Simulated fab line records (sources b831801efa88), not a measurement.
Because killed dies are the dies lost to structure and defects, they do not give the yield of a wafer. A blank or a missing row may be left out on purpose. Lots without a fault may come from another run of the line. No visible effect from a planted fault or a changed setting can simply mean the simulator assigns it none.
Struck lot and sound lot, side by side :: flow gf180mcu :: 17 steps out of a route of 602
Sound: these wafers, L611.2, L611.3, L611.5. Wafers struck: L622.1, L622.2, L622.6. At the end, the cause is stated.
Order at every step that has rows: each side's tool, ch and its chambers, its first start. Under that, the readings that differ: sound wafers :: struck wafers :: difference of the means :: sigmas: that difference in standard deviations of wafers without a fault.
alike: readings whose means differ by less than 2 such deviations, and words and numbers that are the same on both sides. not compared: withheld readings, readings that some wafer has no value for, bounds like >300 that may hide the same value, and numbers for which the record gives no deviation and whose values overlap.
Wherever a step has rows on one side only, a row that says differs or no value, or a row with sigmas, the two part there. Numbers that don't overlap but have no deviation are shown without sigmas and don't part them. A reading that every wafer of one side lacks parts them only if that side has two wafers or more.

GF_STI_BOW_MEAS_00:
  sound: film-metro-01 at day 2 06:01; struck: film-metro-02 at day 4 13:00
  alike: INCOMING_BOW
then, 1 step without rows for these wafers: GF_STI_OXIDATION_01 (stabilise 600 s, purge 300 s, target thk 10 nm).
GF_STI_THK_MEAS_02:
  sound: film-metro-03 at day 2 07:31; struck: film-metro-02 at day 4 14:55
reading: STI_OXIDATION_THK (nm)
sound: 9.69 9.72 9.93
struck: 10.16 9.91 10.12
difference: +0.28
sigmas: +2
then, 1 step without rows for these wafers: GF_STI_CVD_03 (deposits Si3N4 from DCS/NH3, target thk 207.16 nm, time 3551 s).
GF_STI_THK_MEAS_04:
  sound: film-metro-01 at day 2 10:34; struck: film-metro-02 at day 4 16:58
  alike: STI_CVD_03_THK
then, 4 steps without rows for these wafers: GF_STI_DEHYDRATE_05 (time 60 s); GF_STI_HMDS_06 (prime time 60 s); GF_STI_COAT_07 (resist thk 700 nm); GF_STI_SOFTBAKE_08 (time 60 s).
GF_STI_EXPOSE_09: exposes mask COMP, target cd 220 nm.
  sound on krf-scanner-01 ch 0, day 2 16:22; struck on krf-scanner-01 ch 0, day 4 23:53
  alike: mask
then, 2 steps without rows for these wafers: GF_STI_PEB_10 (peb time 90 s); GF_STI_DEVELOP_11 (develop time 60 s).
GF_STI_CD_MEAS_12 targets a cd of 220 nm.
  sound: cd-sem-01 at day 2 23:02; struck: cd-sem-01 at day 5 07:16
reading: cd-nm (nm)
sound: 222.2 220.8 221.1
struck: 157.3 133.8 175.5
difference: -65.8
sigmas: -60
  not compared: hold
GF_STI_ETCH_13: etches the open film in CHF3/O2, stops on Si, target depth 282.31 nm, time 112.9 s.
  the record has rows for the sound wafers here (rie-diel-02 ch 0,2,3, day 2 23:08) and none for the struck ones
GF_STI_ETCH_14: etches Si in HBr/Cl2/O2, target depth 360 nm, time 102.9 s.
  the record has rows for the sound wafers here (rie-si-01 ch 0,2, day 2 23:13) and none for the struck ones
GF_STI_STRIP_15: strips in O2/N2.
  the record has rows for the sound wafers here (plasma-asher-01 ch 0,1, day 2 23:17) and none for the struck ones
then, 1 step without rows for these wafers: GF_PASSIVATION_PROBE_99.

== WHERE THEY PART ==
Last at GF_STI_STRIP_15 as far as this record goes, first at GF_STI_THK_MEAS_02.

WHY: the cause the simulator had injected
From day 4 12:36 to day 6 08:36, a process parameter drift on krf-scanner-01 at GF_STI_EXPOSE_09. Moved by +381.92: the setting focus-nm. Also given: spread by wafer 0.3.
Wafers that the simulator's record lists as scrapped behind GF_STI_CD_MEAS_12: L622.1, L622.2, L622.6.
